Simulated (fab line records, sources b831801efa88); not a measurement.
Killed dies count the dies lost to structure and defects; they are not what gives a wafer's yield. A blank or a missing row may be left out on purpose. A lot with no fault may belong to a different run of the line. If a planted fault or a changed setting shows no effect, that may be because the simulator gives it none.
A lot that was struck, set against a sound lot ; flow sky130 ; 19 steps out of a route of 708
Sound: wafers L439.2, L439.3, L439.6. Wafers struck: L446.1, L446.3, L446.5. Last of all comes the cause.
Each step with rows lists, per side, the tool, then ch with its chambers, then its first start. Under that, the readings that differ: sound wafers ; struck wafers ; difference of the means ; sigmas: that difference in standard deviations of wafers without a fault.
alike: a reading whose means differ by less than 2 such deviations, as well as words and numbers matching on both sides. not compared: withheld readings; readings where some wafer has no value; bounds like >300 that might hide an equal value; numbers whose values overlap and for which the record gives no deviation.
Wherever a step has rows on one side only, a row that says differs or no value, or a row with sigmas, the two part there. When numbers do not overlap yet have no deviation, they are printed without sigmas and do not part them. A reading that every wafer of one side lacks parts them only if that side has two wafers or more.

first, 8 steps without rows for these wafers: SKY_RES_XHIGH_DEHYDRATE_00 (time 60 s); SKY_RES_XHIGH_HMDS_01 (prime time 60 s); SKY_RES_XHIGH_COAT_02 (resist thk 1140 nm); SKY_RES_XHIGH_SOFTBAKE_03 (time 60 s); SKY_RES_XHIGH_EXPOSE_04 (exposes mask URPM, target cd 1270 nm); SKY_RES_XHIGH_PEB_05; SKY_RES_XHIGH_DEVELOP_06 (develop time 60 s); SKY_RES_XHIGH_IMPLANT_07.
SKY_RES_XHIGH_STRIP_08: strips in O2/N2.
  sound on plasma asher-02 ch 1, day 28 17:11; struck on plasma asher-04 ch 1, day 31 04:01
  alike: drypump motor current A, n2 flow sccm, oes product au, strip time to endpoint s
  not compared: rf hours counter h
SKY_RES_XHIGH_TW_MEAS_09:
  sound on film metro-02 at day 28 17:17; struck on film metro-04 at day 31 04:07
  alike: RES_XHIGH_TW
then, 2 steps without rows for these wafers: SKY_SD_N_DEHYDRATE_00 (time 60 s); SKY_SD_N_HMDS_01 (prime time 60 s).
SKY_SD_N_COAT_02: resist thk 1140 nm.
  struck on litho track-04, day 31 17:23; sound on litho track-04 ch 0, day 29 06:40
  no value came back on the struck wafers for chill plate temp C (C), dispense pressure kPa (kPa), spin speed rpm (rpm); on the sound wafers chill plate temp C (C) reads 23.08 23.05 23.11
then, 4 steps without rows for these wafers: SKY_SD_N_SOFTBAKE_03 (time 60 s); SKY_SD_N_EXPOSE_04 (exposes mask NSDM, target cd 380 nm); SKY_SD_N_PEB_05; SKY_SD_N_DEVELOP_06 (develop time 60 s).
SKY_SD_N_CD_MEAS_07: target cd 380 nm.
  sound on cd sem-02 at day 29 21:19; struck on cd sem-01 at day 32 07:35
reading;sound;struck;difference;sigmas
cd nm (nm);381.8 383.5 381.3;- - -;no value on the struck wafers;
SKY_SD_N_OVL_MEAS_08:
  sound on overlay-01 at day 29 21:25; struck on overlay-02 at day 32 07:43
reading;sound;struck;difference;sigmas
SD_N_OVL (nm);2.1 2.7 3.6;- - -;no value on the struck wafers;

## WHERE THEY PART
Last at SKY_SD_N_OVL_MEAS_08 as far as this record goes, first at SKY_SD_N_COAT_02.

WHY: what had been put in by the simulator
Beginning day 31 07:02, the whole step at SKY_SD_N_COAT_02 was skipped on litho track-04. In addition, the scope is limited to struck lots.
